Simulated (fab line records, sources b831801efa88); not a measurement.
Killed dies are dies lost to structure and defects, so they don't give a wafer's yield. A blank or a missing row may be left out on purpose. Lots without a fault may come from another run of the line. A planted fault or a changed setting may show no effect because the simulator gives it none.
fab line records | flow sky130
record lots=5 wafers=15 last_day=50
route steps=708 shown NWELL@57 PWDE@84 VT_ADJUST_HVTP@85
lots that met no fault: from a run of the same line without faults
start_h: hours from the record's first day to the start of the lot's first wafer shown | wait_h: hours since the lot's step before | " the same as in the row above | L1.1+2: a row that stands for several wafers | - no value, or no start given | * or withheld: withheld | < > ~ a bound
route shown NAME@n: a module of which the file shows steps, and the number in the route of the first | usual: mean/standard deviation of fault-free wafers | same: alike in all rows | chamber/n: place in a boat | sites: the reading at each site | _std_site: their standard deviation | _edge_site: outer sites' mean less inner sites' | radius_mm: how far each site lies from the wafer's centre | mask NAME#n: copy n | behind: the tool/chamber that last shaped the wafer | hold: why the lot was held/for how many hours/how that ended | device: the transistor (n, p or np) that didn't switch | end of line: the same wafers' tests at the end of the route | a step without rows: its recipe alone | killed: dies lost to structure and defects at the first sort, not the wafer's yield | map: a wafer's dies, x killed, . not, _ none there
set.NAME: the setting as run; set.NAME@STEP: as run at that earlier step | model.NAME: the simulator's own value behind a step, which no gauge read
lots at some steps of the route; a table a step, a row a wafer
services: from which hour (start_h, from the record's first day; less than 0 if before it) a tool's chamber was out of use, for how many hours, and why
## steps
# step SKY_NWELL_HMDS_04
# recipe prime_time_s=60 prime_temp_c=120
# columns lot.wafer tool chamber start_h wait_h
L076.3+4+6 litho_track-03 0 88.14 0.1
L081.1+3+6 litho_track-04 0 119.01 0.1
L086.2+3+5 litho_track-03 0 146.96 0.1
L088.2+4+6 litho_track-01 0 156.45 0.1
L095.3+5+6 litho_track-03 0 209.14 0.1
# step SKY_NWELL_COAT_05
# recipe spin_rpm=2000 resist_thk_nm=3000
# columns lot.wafer tool chamber start_h wait_h
L076.3+4+6 litho_track-03 0 88.29 0.1
L081.1+3+6 litho_track-04 0 119.16 0.1
L086.2+3+5 litho_track-03 0 147.11 0.1
L088.2+4+6 litho_track-01 0 156.60 0.1
L095.3+5+6 litho_track-03 0 209.29 0.1
# step SKY_NWELL_SOFTBAKE_06
# recipe temp_c=110 time_s=withheld
# usual heater_power_total_W=65.32/0.13
# columns lot.wafer tool chamber start_h wait_h heater_power_total_W
L076.3 litho_track-03 0 88.45 0.1 65.24
L076.4 " 0 " " 65.18
L076.6 " 0 " " 65.35
L081.1 litho_track-04 0 119.31 0.1 65.36
L081.3 " 0 " " 65.46
L081.6 " 0 " " 65.45
L086.2 litho_track-03 0 147.27 0.1 65.16
L086.3 " 0 " " 65.48
L086.5 " 0 " " 65.42
L088.2 litho_track-01 0 156.76 0.1 65.36
L088.4 " 0 " " 65.51
L088.6 " 0 " " 65.15
L095.3 litho_track-03 0 209.45 0.1 65.09
L095.5 " 0 " " 65.19
L095.6 " 0 " " 65.20
# step SKY_NWELL_EXPOSE_07
# recipe mask_id=NWM na=0.6 source_shape=conventional sigma_outer=0.6 polarization=unpolarized target_cd_nm=840 dose_mj=255
# usual exposure_dose_mJ_cm2=255.00/0.28
# same sigma_outer=0.6
# columns lot.wafer tool chamber start_h wait_h mask exposure_dose_mJ_cm2
L076.3 iline_stepper-02 0 - - NWM#0 255.18
L076.4 " 0 " " NWM#0 254.85
L076.6 " 0 " " NWM#0 255.07
L081.1 iline_stepper-01 0 - - NWM#0 255.13
L081.3 " 0 " " NWM#0 255.34
L081.6 " 0 " " NWM#0 254.94
L086.2 iline_stepper-01 0 - - NWM#0 255.23
L086.3 " 0 " " NWM#0 255.12
L086.5 " 0 " " NWM#0 255.15
L088.2 iline_stepper-01 0 - - NWM#0 255.56
L088.4 " 0 " " NWM#0 255.22
L088.6 " 0 " " NWM#0 254.65
L095.3 iline_stepper-01 0 - - NWM#0 254.95
L095.5 " 0 " " NWM#0 255.09
L095.6 " 0 " " NWM#0 255.05
# step SKY_NWELL_PEB_08
# recipe temp_c=115 time_s=withheld
# usual heater_power_total_W=69.34/0.13
# columns lot.wafer tool chamber start_h wait_h heater_power_total_W
L076.3 litho_track-03 0 - - 69.36
L076.4 " 0 " " 69.23
L076.6 " 0 " " 69.16
L081.1 litho_track-03 0 - - 69.44
L081.3 " 0 " " 69.36
L081.6 " 0 " " 69.12
L086.2 litho_track-03 0 - - 69.34
L086.3 " 0 " " 69.24
L086.5 " 0 " " 69.44
L088.2 litho_track-03 0 - - 69.34
L088.4 " 0 " " 69.26
L088.6 " 0 " " 69.12
L095.3 litho_track-03 0 - - 69.47
L095.5 " 0 " " 69.25
L095.6 " 0 " " 69.41
# step SKY_NWELL_DEVELOP_09
# recipe wall_angle_deg=90 developer=TMAH develop_time_s=60 dev_temp_c=23
# columns lot.wafer tool chamber start_h wait_h
L076.3+4+6 litho_track-03 0 - -
L081.1+3+6 litho_track-03 0 - -
L086.2+3+5 litho_track-03 0 - -
L088.2+4+6 litho_track-03 0 - -
L095.3+5+6 litho_track-03 0 - -
# step SKY_NWELL_OVL_MEAS_10
# usual NWELL_00_OVL=0.4/1.2
# columns lot.wafer tool chamber start_h wait_h NWELL_00_OVL[nm]
L076.3 overlay-02 - 97.05 - 0.7
L076.4 " - " " 0.6
L076.6 " - " " 1.9
L081.1 overlay-02 - 128.59 - 0.1
L081.3 " - " " -0.8
L081.6 " - " " -0.4
L086.2 overlay-02 - 155.99 - 0.3
L086.3 " - " " -1.1
L086.5 " - " " 0.5
L088.2 overlay-02 - 166.74 - 0.7
L088.4 " - " " 0.5
L088.6 " - " " 1.0
L095.3 overlay-02 - 220.35 - 1.6
L095.5 " - " " 2.6
L095.6 " - " " 2.3
# step SKY_NWELL_IMPLANT_11
# recipe species=P energy_kev=400 dose_cm2=1.9e+13 tilt_deg=withheld
# usual beam_energy_keV=400.02/0.12 faraday_current_uA=107.3/2.1
# columns lot.wafer tool chamber start_h wait_h beam_energy_keV faraday_current_uA
L076.3 implanter-02 0 97.12 0.1 399.73 109.3
L076.4 " 0 " " 400.02 107.7
L076.6 " 0 " " 399.91 110.9
L081.1 implanter-03 0 128.62 0.0 399.98 105.2
L081.3 " 0 " " 400.06 109.6
L081.6 " 0 " " 400.02 107.8
L086.2 implanter-03 0 156.05 0.0 400.17 106.7
L086.3 " 0 " " 400.10 113.2
L086.5 " 0 " " 400.14 107.3
L088.2 implanter-03 0 166.80 0.0 399.89 105.0
L088.4 " 0 " " 399.99 106.4
L088.6 " 0 " " 400.04 108.3
L095.3 implanter-02 0 220.42 0.1 399.92 109.2
L095.5 " 0 " " 400.19 104.6
L095.6 " 0 " " 400.02 106.7
# step SKY_NWELL_IMPLANT_12
# recipe species=P energy_kev=120 dose_cm2=1.3e+12 tilt_deg=withheld
# usual beam_energy_keV=120.00/0.034 faraday_current_uA=7.31/0.14
# columns lot.wafer tool chamber start_h wait_h beam_energy_keV faraday_current_uA
L076.3 implanter-02 0 97.27 0.1 120.00 7.46
L076.4 " 0 " " 120.01 7.35
L076.6 " 0 " " 119.99 7.19
L081.1 implanter-03 0 128.77 0.1 119.98 7.53
L081.3 " 0 " " 119.95 7.35
L081.6 " 0 " " 119.99 7.26
L086.2 implanter-03 0 156.20 0.1 119.95 7.25
L086.3 " 0 " " 119.96 7.17
L086.5 " 0 " " 119.97 7.41
L088.2 implanter-03 0 166.95 0.1 119.99 7.45
L088.4 " 0 " " 120.04 7.26
L088.6 " 0 " " 119.98 7.24
L095.3 implanter-02 0 220.57 0.1 119.98 7.23
L095.5 " 0 " " 119.96 7.23
L095.6 " 0 " " 119.97 7.23
# step SKY_NWELL_IMPLANT_13
# recipe species=P energy_kev=50 dose_cm2=7e+11 tilt_deg=withheld
# usual beam_energy_keV=49.999/0.015 faraday_current_uA=3.95/0.08
# columns lot.wafer tool chamber start_h wait_h beam_energy_keV faraday_current_uA
L076.3 implanter-02 0 97.42 0.1 49.998 3.86
L076.4 " 0 " " 50.002 3.88
L076.6 " 0 " " 49.981 3.93
L081.1 implanter-03 0 128.92 0.1 49.989 4.03
L081.3 " 0 " " 49.995 3.87
L081.6 " 0 " " 49.966 4.00
L086.2 implanter-03 0 156.35 0.1 50.034 4.03
L086.3 " 0 " " 50.010 3.93
L086.5 " 0 " " 49.996 3.90
L088.2 implanter-03 0 167.10 0.1 49.983 3.86
L088.4 " 0 " " 50.005 4.10
L088.6 " 0 " " 49.965 3.96
L095.3 implanter-02 0 220.72 0.1 50.017 3.93
L095.5 " 0 " " 50.011 3.87
L095.6 " 0 " " 50.002 3.99
# step SKY_NWELL_STRIP_14
# recipe chemistry=O2/N2 power_w=1400 pressure_mtorr=1500 platen_temp_c=withheld o2_flow_sccm=3000 n2_flow_sccm=300 overash_fraction=0.5
# usual drypump_motor_current_A=5.6/0.36 oes_product_au=0.722/0.0046 strip_time_to_endpoint_s=36.91/0.093
# columns lot.wafer tool chamber start_h wait_h drypump_motor_current_A oes_product_au rf_hours_counter_h strip_time_to_endpoint_s
L076.3 plasma_asher-04 0 97.56 0.1 6.1 0.720 - 36.94
L076.4 " 1 " " 6.0 0.722 - 36.94
L076.6 " 1 " " 6.0 0.728 - 37.00
L081.1 plasma_asher-03 1 129.07 0.1 5.7 0.715 30 36.87
L081.3 " 0 " " 5.5 0.726 - 37.00
L081.6 " 1 " " 5.7 0.724 - 36.99
L086.2 plasma_asher-04 0 156.47 0.1 6.1 0.727 49 37.01
L086.3 " 1 " " 6.0 0.717 - 37.06
L086.5 " 0 " " 6.1 0.723 - 37.11
L088.2 plasma_asher-03 1 167.22 0.1 5.8 0.722 34 36.93
L088.4 " 0 " " 5.5 0.726 - 36.84
L088.6 " 1 " " 5.7 0.724 - 36.88
L095.3 plasma_asher-02 1 220.85 0.1 5.6 0.724 - 36.89
L095.5 " 0 " " 5.0 0.725 - 36.83
L095.6 " 1 " " 5.6 0.727 - 36.84
# step SKY_NWELL_TW_MEAS_15
# usual NWELL_TW=1827/12
# columns lot.wafer tool chamber start_h wait_h NWELL_TW
L076.3 film_metro-04 - 97.64 0.1 1821
L076.4 " - " " 1826
L076.6 " - " " 1821
L081.1 film_metro-01 - 129.17 0.1 1845
L081.3 " - " " 1833
L081.6 " - " " 1844
L086.2 film_metro-04 - 156.58 0.1 1816
L086.3 " - " " 1826
L086.5 " - " " 1815
L088.2 film_metro-04 - 167.33 0.1 1817
L088.4 " - " " 1814
L088.6 " - " " 1819
L095.3 film_metro-04 - 220.94 0.1 1812
L095.5 " - " " 1807
L095.6 " - " " 1808
# step SKY_NWELL_DEHYDRATE_16
# recipe temp_c=200 time_s=60
# usual heater_power_total_W=160.38/0.13
# columns lot.wafer tool chamber start_h wait_h heater_power_total_W
L076.3 litho_track-04 0 105.81 8.2 160.35
L076.4 " 0 " " 160.57
L076.6 " 0 " " 160.30
L081.1 litho_track-01 0 137.98 8.8 160.43
L081.3 " 0 " " 160.42
L081.6 " 0 " " 160.40
L086.2 litho_track-03 0 165.76 9.2 160.38
L086.3 " 0 " " 160.38
L086.5 " 0 " " 160.33
L088.2 litho_track-03 0 176.51 9.2 160.50
L088.4 " 0 " " 160.52
L088.6 " 0 " " 160.37
L095.3 litho_track-01 0 231.98 11.0 160.33
L095.5 " 0 " " 160.45
L095.6 " 0 " " 160.39
# step SKY_NWELL_HMDS_17
# recipe prime_time_s=60 prime_temp_c=120
# columns lot.wafer tool chamber start_h wait_h
L076.3+4+6 litho_track-04 0 105.96 0.1
L081.1+3+6 litho_track-01 0 138.13 0.1
L086.2+3+5 litho_track-03 0 165.91 0.1
L088.2+4+6 litho_track-03 0 176.66 0.1
L095.3+5+6 litho_track-01 0 232.13 0.1
# step SKY_NWELL_COAT_18
# recipe spin_rpm=2000 resist_thk_nm=3000
# columns lot.wafer tool chamber start_h wait_h
L076.3+4+6 litho_track-04 0 106.11 0.1
L081.1+3+6 litho_track-01 0 138.28 0.1
L086.2+3+5 litho_track-03 0 166.06 0.1
L088.2+4+6 litho_track-03 0 176.81 0.1
L095.3+5+6 litho_track-01 0 232.28 0.1
# step SKY_NWELL_SOFTBAKE_19
# recipe temp_c=110 time_s=withheld
# usual heater_power_total_W=65.35/0.14
# columns lot.wafer tool chamber start_h wait_h heater_power_total_W
L076.3 litho_track-04 0 106.28 0.1 65.47
L076.4 " 0 " " 65.30
L076.6 " 0 " " 65.20
L081.1 litho_track-01 0 138.43 0.1 65.34
L081.3 " 0 " " 65.21
L081.6 " 0 " " 65.54
L086.2 litho_track-03 0 166.22 0.1 65.51
L086.3 " 0 " " 65.17
L086.5 " 0 " " 65.31
L088.2 litho_track-03 0 176.97 0.1 65.41
L088.4 " 0 " " 65.15
L088.6 " 0 " " 65.41
L095.3 litho_track-01 0 232.44 0.1 65.42
L095.5 " 0 " " 65.40
L095.6 " 0 " " 65.05
# step SKY_NWELL_EXPOSE_20
# recipe mask_id=NWM_COMPLEMENT na=0.6 source_shape=conventional sigma_outer=0.6 polarization=unpolarized target_cd_nm=840 dose_mj=260
# usual exposure_dose_mJ_cm2=259.99/0.27
# same sigma_outer=0.6
# columns lot.wafer tool chamber start_h wait_h mask exposure_dose_mJ_cm2
L076.3 iline_stepper-02 0 - - NWM_COMPLEMENT#0 259.89
L076.4 " 0 " " NWM_COMPLEMENT#0 260.32
L076.6 " 0 " " NWM_COMPLEMENT#0 260.27
L081.1 iline_stepper-01 0 - - NWM_COMPLEMENT#0 260.27
L081.3 " 0 " " NWM_COMPLEMENT#0 259.78
L081.6 " 0 " " NWM_COMPLEMENT#0 259.78
L086.2 iline_stepper-02 0 - - NWM_COMPLEMENT#0 260.31
L086.3 " 0 " " NWM_COMPLEMENT#0 260.27
L086.5 " 0 " " NWM_COMPLEMENT#0 260.37
L088.2 iline_stepper-01 0 - - NWM_COMPLEMENT#0 260.24
L088.4 " 0 " " NWM_COMPLEMENT#0 259.96
L088.6 " 0 " " NWM_COMPLEMENT#0 260.36
L095.3 iline_stepper-02 0 - - NWM_COMPLEMENT#0 259.29
L095.5 " 0 " " NWM_COMPLEMENT#0 259.67
L095.6 " 0 " " NWM_COMPLEMENT#0 259.98
# step SKY_NWELL_PEB_21
# recipe temp_c=115 time_s=withheld
# usual heater_power_total_W=69.35/0.13
# columns lot.wafer tool chamber start_h wait_h heater_power_total_W
L076.3 litho_track-01 0 - - 69.31
L076.4 " 0 " " 69.45
L076.6 " 0 " " 69.13
L081.1 litho_track-03 0 - - 69.32
L081.3 " 0 " " 69.37
L081.6 " 0 " " 69.34
L086.2 litho_track-04 0 - - 69.43
L086.3 " 0 " " 69.48
L086.5 " 0 " " 69.47
L088.2 litho_track-01 0 - - 69.24
L088.4 " 0 " " 69.46
L088.6 " 0 " " 69.17
L095.3 litho_track-03 0 - - 69.24
L095.5 " 0 " " 69.47
L095.6 " 0 " " 69.41
# step SKY_NWELL_DEVELOP_22
# recipe wall_angle_deg=90 developer=TMAH develop_time_s=60 dev_temp_c=23
# columns lot.wafer tool chamber start_h wait_h
L076.3+4+6 litho_track-01 0 - -
L081.1+3+6 litho_track-03 0 - -
L086.2+3+5 litho_track-04 0 - -
L088.2+4+6 litho_track-01 0 - -
L095.3+5+6 litho_track-03 0 - -
# step SKY_NWELL_OVL_MEAS_23
# usual NWELL_01_OVL=0.4/1.5
# columns lot.wafer tool chamber start_h wait_h NWELL_01_OVL[nm]
L076.3 overlay-01 - 115.59 - -2.0
L076.4 " - " " -2.5
L076.6 " - " " -0.8
L081.1 overlay-01 - 148.09 - -1.8
L081.3 " - " " -1.6
L081.6 " - " " -2.3
L086.2 overlay-02 - 175.87 - 2.4
L086.3 " - " " 3.1
L086.5 " - " " 0.6
L088.2 overlay-01 - 186.73 - 0.3
L088.4 " - " " -1.2
L088.6 " - " " 0.0
L095.3 overlay-02 - 244.80 - -0.2
L095.5 " - " " 1.1
L095.6 " - " " 1.8
# step SKY_NWELL_IMPLANT_24
# recipe species=B energy_kev=140 dose_cm2=9.2e+12 tilt_deg=withheld
# usual beam_energy_keV=140.00/0.039 faraday_current_uA=52.0/0.97
# columns lot.wafer tool chamber start_h wait_h beam_energy_keV faraday_current_uA
L076.3 implanter-03 0 115.66 0.1 139.96 51.9
L076.4 " 0 " " 140.03 52.3
L076.6 " 0 " " 140.05 52.5
L081.1 implanter-03 0 148.12 0.0 139.98 51.6
L081.3 " 0 " " 139.95 53.7
L081.6 " 0 " " 139.99 52.6
L086.2 implanter-03 0 175.92 0.0 140.00 52.7
L086.3 " 0 " " 139.96 51.0
L086.5 " 0 " " 139.99 53.5
L088.2 implanter-03 0 186.79 0.0 139.99 53.7
L088.4 " 0 " " 139.98 52.4
L088.6 " 0 " " 139.96 51.2
L095.3 implanter-01 0 244.87 0.1 139.97 53.0
L095.5 " 0 " " 139.95 51.2
L095.6 " 0 " " 139.96 54.2
# step SKY_NWELL_STRIP_25
# recipe chemistry=O2/N2 power_w=1400 pressure_mtorr=1500 platen_temp_c=withheld o2_flow_sccm=3000 n2_flow_sccm=300 overash_fraction=0.5
# usual drypump_motor_current_A=5.6/0.34 oes_product_au=0.722/0.0044 strip_time_to_endpoint_s=36.91/0.083
# columns lot.wafer tool chamber start_h wait_h drypump_motor_current_A oes_product_au rf_hours_counter_h strip_time_to_endpoint_s
L076.3 plasma_asher-03 0 115.80 0.1 5.5 0.733 - 36.91
L076.4 " 1 " " 5.7 0.721 - 37.01
L076.6 " 0 " " 5.5 0.724 - 36.90
L081.1 plasma_asher-02 0 148.27 0.1 5.0 0.722 3 37.00
L081.3 " 1 " " 5.6 0.722 - 36.91
L081.6 " 1 " " 5.6 0.728 - 37.01
L086.2 plasma_asher-02 1 176.05 0.1 5.6 0.719 6 36.74
L086.3 " 1 " " 5.6 0.725 - 36.81
L086.5 " 0 " " 4.9 0.728 - 36.90
L088.2 plasma_asher-03 0 186.91 0.1 5.5 0.716 36 36.94
L088.4 " 1 " " 5.8 0.721 - 36.89
L088.6 " 0 " " 5.5 0.718 - 36.93
L095.3 plasma_asher-03 0 245.00 0.1 5.5 0.730 - 36.81
L095.5 " 0 " " 5.5 0.728 - 36.95
L095.6 " 1 " " 5.8 0.712 - 36.83
# step SKY_NWELL_TW_MEAS_26
# usual NWELL_2_TW=498.6/2.6
# columns lot.wafer tool chamber start_h wait_h NWELL_2_TW
L076.3 film_metro-04 - 115.88 0.1 496.6
L076.4 " - " " 497.8
L076.6 " - " " 496.6
L081.1 film_metro-01 - 148.38 0.1 500.3
L081.3 " - " " 500.4
L081.6 " - " " 500.9
L086.2 film_metro-02 - 176.16 0.1 499.1
L086.3 " - " " 501.7
L086.5 " - " " 498.4
L088.2 film_metro-02 - 187.02 0.1 499.3
L088.4 " - " " 502.8
L088.6 " - " " 500.8
L095.3 film_metro-02 - 245.09 0.1 501.1
L095.5 " - " " 499.7
L095.6 " - " " 498.5
# step SKY_NWELL_CLEAN_27
# recipe chemistry=SC1/SC2 mix=1:4:20 temp_c=70 time_s=150 dry=n2_spin
# columns lot.wafer tool chamber start_h wait_h
L076.3+4+6 wet_bench-04 3 115.92 0.0
L081.1+3+6 wet_bench-03 1 148.44 0.1
L086.2+3+5 wet_bench-03 1 176.21 0.0
L088.2+4+6 wet_bench-04 3 187.07 0.0
L095.3+5+6 wet_bench-04 2 245.13 0.0
# step SKY_NWELL_RTA_28
# recipe temp_c=1050 time_s=30 idle_temp_c=650 ramp_up_c_per_s=150 ramp_down_c_per_s=90 ambient=N2
# usual lamp_power_pct=25.31/0.053 ramp_down_c_per_s=89.999/0.017 wafer_temp_C_max=1054.9/0.92
# columns lot.wafer tool chamber start_h wait_h lamp_power_pct ramp_down_c_per_s wafer_temp_C_max
L076.3 rtp_anneal-02 0 116.01 0.0 25.38 89.975 1055.3
L076.4 " 0 " " 25.25 89.984 1054.0
L076.6 " 0 " " 25.21 90.008 1055.2
L081.1 rtp_anneal-02 0 148.50 0.0 25.33 89.988 1054.9
L081.3 " 0 " " 25.39 90.004 1055.9
L081.6 " 0 " " 25.35 89.998 1054.3
L086.2 rtp_anneal-02 0 176.28 0.0 25.30 90.005 1053.0
L086.3 " 0 " " 25.21 90.010 1053.7
L086.5 " 0 " " 25.30 89.975 1054.9
L088.2 rtp_anneal-02 0 187.14 0.0 25.34 90.020 1054.0
L088.4 " 0 " " 25.34 89.973 1055.0
L088.6 " 0 " " 25.31 90.006 1055.1
L095.3 rtp_anneal-01 0 245.22 0.0 25.30 89.984 1055.4
L095.5 " 0 " " 25.34 90.002 1054.6
L095.6 " 0 " " 25.34 90.020 1054.2
# step SKY_NWELL_RS_MEAS_29
# recipe thk_meas_gauge=four-point-probe
# usual NWELL_RS=624.7/1.4
# columns lot.wafer tool chamber start_h wait_h NWELL_RS[ohm/sq]
L076.3 film_metro-02 - 116.11 0.1 624.7
L076.4 " - " " 625.2
L076.6 " - " " 626.5
L081.1 film_metro-04 - 148.61 0.1 623.8
L081.3 " - " " 625.3
L081.6 " - " " 623.9
L086.2 film_metro-01 - 176.38 0.1 623.5
L086.3 " - " " 624.0
L086.5 " - " " 624.0
L088.2 film_metro-02 - 187.24 0.1 624.4
L088.4 " - " " 623.1
L088.6 " - " " 625.5
L095.3 film_metro-01 - 245.33 0.1 625.3
L095.5 " - " " 626.4
L095.6 " - " " 625.8
# step SKY_NWELL_RS_MEAS_31
# recipe thk_meas_gauge=four-point-probe
# usual PWDE_RS=5274/18
# columns lot.wafer tool chamber start_h wait_h PWDE_RS[ohm/sq]
L076.3 film_metro-02 - 116.35 0.1 5295
L076.4 " - " " 5291
L076.6 " - " " 5304
L081.1 film_metro-04 - 148.85 0.1 5264
L081.3 " - " " 5270
L081.6 " - " " 5277
L086.2 film_metro-01 - 176.62 0.1 5278
L086.3 " - " " 5282
L086.5 " - " " 5280
L088.2 film_metro-02 - 187.48 0.1 5281
L088.4 " - " " 5320
L088.6 " - " " 5296
L095.3 film_metro-01 - 245.57 0.1 5267
L095.5 " - " " 5249
L095.6 " - " " 5271
# step SKY_VT_ADJUST_HVTP_DEHYDRATE_00
# recipe temp_c=200 time_s=60
# usual heater_power_total_W=160.36/0.12
# columns lot.wafer tool chamber start_h wait_h heater_power_total_W
L076.3 litho_track-03 0 124.94 8.6 160.31
L076.4 " 0 " " 160.37
L076.6 " 0 " " 160.26
L081.1 litho_track-04 0 157.16 8.3 160.35
L081.3 " 0 " " 160.20
L081.6 " 0 " " 160.58
L086.2 litho_track-02 0 186.51 9.9 160.34
L086.3 " 0 " " 160.25
L086.5 " 0 " " 160.36
L088.2 litho_track-04 0 197.09 9.6 160.43
L088.4 " 0 " " 160.52
L088.6 " 0 " " 160.41
L095.3 litho_track-04 0 256.56 11.0 160.65
L095.5 " 0 " " 160.27
L095.6 " 0 " " 160.28
# step SKY_VT_ADJUST_HVTP_HMDS_01
# recipe prime_time_s=60 prime_temp_c=120
# columns lot.wafer tool chamber start_h wait_h
L076.3+4+6 litho_track-03 0 125.09 0.1
L081.1+3+6 litho_track-04 0 157.31 0.1
L086.2+3+5 litho_track-02 0 186.66 0.1
L088.2+4+6 litho_track-04 0 197.24 0.1
L095.3+5+6 litho_track-04 0 256.71 0.1
# step SKY_VT_ADJUST_HVTP_COAT_02
# recipe resist=NOVOLAK spin_rpm=3000 resist_thk_nm=1140
# columns lot.wafer tool chamber start_h wait_h
L076.3+4+6 litho_track-03 0 125.24 0.1
L081.1+3+6 litho_track-04 0 157.46 0.1
L086.2+3+5 litho_track-02 0 186.81 0.1
L088.2+4+6 litho_track-04 0 197.39 0.1
L095.3+5+6 litho_track-04 0 256.86 0.1
# step SKY_VT_ADJUST_HVTP_SOFTBAKE_03
# recipe temp_c=90 time_s=60 resist=NOVOLAK
# usual heater_power_total_W=56.60/0.048
# columns lot.wafer tool chamber start_h wait_h heater_power_total_W
L076.3 litho_track-03 0 125.39 0.1 56.59
L076.4 " 0 " " 56.66
L076.6 " 0 " " 56.57
L081.1 litho_track-04 0 157.61 0.1 56.61
L081.3 " 0 " " 56.62
L081.6 " 0 " " 56.60
L086.2 litho_track-02 0 186.96 0.1 56.57
L086.3 " 0 " " 56.60
L086.5 " 0 " " 56.57
L088.2 litho_track-04 0 197.54 0.1 56.57
L088.4 " 0 " " 56.57
L088.6 " 0 " " 56.66
L095.3 litho_track-04 0 257.01 0.1 56.61
L095.5 " 0 " " 56.61
L095.6 " 0 " " 56.61
# step SKY_VT_ADJUST_HVTP_EXPOSE_04
# recipe mask_id=HVTPM na=0.6 source_shape=conventional sigma_outer=0.6 polarization=unpolarized target_cd_nm=380 dose_mj=140
# usual exposure_dose_mJ_cm2=140.02/0.15
# same sigma_outer=0.6
# columns lot.wafer tool chamber start_h wait_h mask exposure_dose_mJ_cm2
L076.3 iline_stepper-02 0 - - HVTPM#0 140.17
L076.4 " 0 " " HVTPM#0 140.14
L076.6 " 0 " " HVTPM#0 140.18
L081.1 iline_stepper-02 0 - - HVTPM#0 140.00
L081.3 " 0 " " HVTPM#0 139.89
L081.6 " 0 " " HVTPM#0 139.95
L086.2 iline_stepper-02 0 - - HVTPM#0 140.35
L086.3 " 0 " " HVTPM#0 139.96
L086.5 " 0 " " HVTPM#0 140.12
L088.2 iline_stepper-02 0 - - HVTPM#0 140.07
L088.4 " 0 " " HVTPM#0 139.97
L088.6 " 0 " " HVTPM#0 139.92
L095.3 iline_stepper-01 0 - - HVTPM#0 140.05
L095.5 " 0 " " HVTPM#0 140.08
L095.6 " 0 " " HVTPM#0 140.03
# step SKY_VT_ADJUST_HVTP_PEB_05
# recipe temp_c=withheld time_s=* resist=NOVOLAK
# columns lot.wafer tool chamber start_h wait_h
L076.3+4+6 litho_track-04 0 - -
L081.1+3+6 litho_track-03 0 - -
L086.2+3+5 litho_track-03 0 - -
L088.2+4+6 litho_track-03 0 - -
L095.3+5+6 litho_track-03 0 - -
# step SKY_VT_ADJUST_HVTP_DEVELOP_06
# recipe resist=NOVOLAK developer=TMAH develop_time_s=60 dev_temp_c=23
# columns lot.wafer tool chamber start_h wait_h
L076.3+4+6 litho_track-04 0 134.31 0.1
L081.1+3+6 litho_track-03 0 167.69 0.1
L086.2+3+5 litho_track-03 0 196.96 0.1
L088.2+4+6 litho_track-03 0 207.91 0.1
L095.3+5+6 litho_track-03 0 269.34 0.1
# step SKY_VT_ADJUST_HVTP_CD_MEAS_07
# recipe target_cd_nm=380
# usual cd_nm=380.2/2.3
# columns lot.wafer tool chamber start_h wait_h cd_nm
L076.3 cd_sem-01 - 134.45 0.1 378.4
L076.4 " - " " 380.2
L076.6 " - " " 380.1
L081.1 cd_sem-02 - 167.84 0.1 379.0
L081.3 " - " " 377.2
L081.6 " - " " 375.7
L086.2 cd_sem-02 - 197.11 0.1 383.3
L086.3 " - " " 382.1
L086.5 " - " " 381.9
L088.2 cd_sem-01 - 208.06 0.1 380.8
L088.4 " - " " 379.8
L088.6 " - " " 380.9
L095.3 cd_sem-01 - 269.48 0.1 382.1
L095.5 " - " " 382.7
L095.6 " - " " 382.7
# step SKY_VT_ADJUST_HVTP_OVL_MEAS_08
# usual VT_ADJUST_HVTP_OVL=0.5/1.4
# columns lot.wafer tool chamber start_h wait_h VT_ADJUST_HVTP_OVL[nm]
L076.3 overlay-02 - 134.55 0.1 2.1
L076.4 " - " " -0.4
L076.6 " - " " 0.1
L081.1 overlay-02 - 167.96 0.1 2.3
L081.3 " - " " 2.1
L081.6 " - " " 3.4
L086.2 overlay-02 - 197.21 0.1 2.0
L086.3 " - " " 2.8
L086.5 " - " " 2.4
L088.2 overlay-02 - 208.16 0.1 0.5
L088.4 " - " " 0.2
L088.6 " - " " 0.4
L095.3 overlay-01 - 269.57 0.1 0.1
L095.5 " - " " 2.5
L095.6 " - " " 0.7
# step SKY_VT_ADJUST_HVTP_IMPLANT_09
# recipe species=As energy_kev=150 dose_cm2=4.3e+12 tilt_deg=withheld
# usual beam_energy_keV=150.01/0.046 faraday_current_uA=24.2/0.5
# columns lot.wafer tool chamber start_h wait_h beam_energy_keV faraday_current_uA
L076.3 implanter-02 0 134.62 0.1 150.03 24.2
L076.4 " 0 " " 150.03 24.2
L076.6 " 0 " " 149.99 23.8
L081.1 implanter-01 0 167.99 0.0 149.99 23.4
L081.3 " 0 " " 149.94 23.2
L081.6 " 0 " " 150.02 24.3
L086.2 implanter-04 0 197.27 0.0 149.99 24.1
L086.3 " 0 " " 149.91 25.2
L086.5 " 0 " " 149.99 25.0
L088.2 implanter-01 0 208.22 0.0 149.88 24.6
L088.4 " 0 " " 149.99 23.7
L088.6 " 0 " " 149.97 23.8
L095.3 implanter-02 0 269.64 0.1 149.98 24.3
L095.5 " 0 " " 149.94 24.4
L095.6 " 0 " " 150.04 24.9
## services
# columns tool chamber start_h hours kind
iline_stepper-01 - 71.58 1.7 pm
iline_stepper-02 - 75.15 1.7 pm
plasma_asher-02 - 108.75 9.0 pm
plasma_asher-02 0 108.75 9.0 vent_cycle
plasma_asher-02 1 108.75 9.0 vent_cycle
plasma_asher-02 0 117.75 - clean
plasma_asher-02 1 117.75 - clean
wet_bench-04 - 126.88 0.5 repair
implanter-04 - 132.58 4.9 repair
iline_stepper-02 - 146.19 6.2 repair
implanter-02 - 159.82 8.6 repair
rtp_anneal-01 - 162.26 5.6 pm
implanter-02 - 168.37 3.6 pm
implanter-01 - 176.89 10.8 repair
implanter-01 - 187.68 5.9 pm
implanter-03 - 198.75 3.6 repair
implanter-01 - 200.81 2.8 repair
iline_stepper-02 - 202.09 4.4 pm
implanter-01 - 218.33 2.1 repair
plasma_asher-04 - 234.66 15.0 repair
implanter-02 - 236.28 3.6 pm
implanter-02 - 254.24 10.4 repair
implanter-04 - 263.54 2.3 repair
implanter-02 - 264.36 1.0 repair
## key
fault none
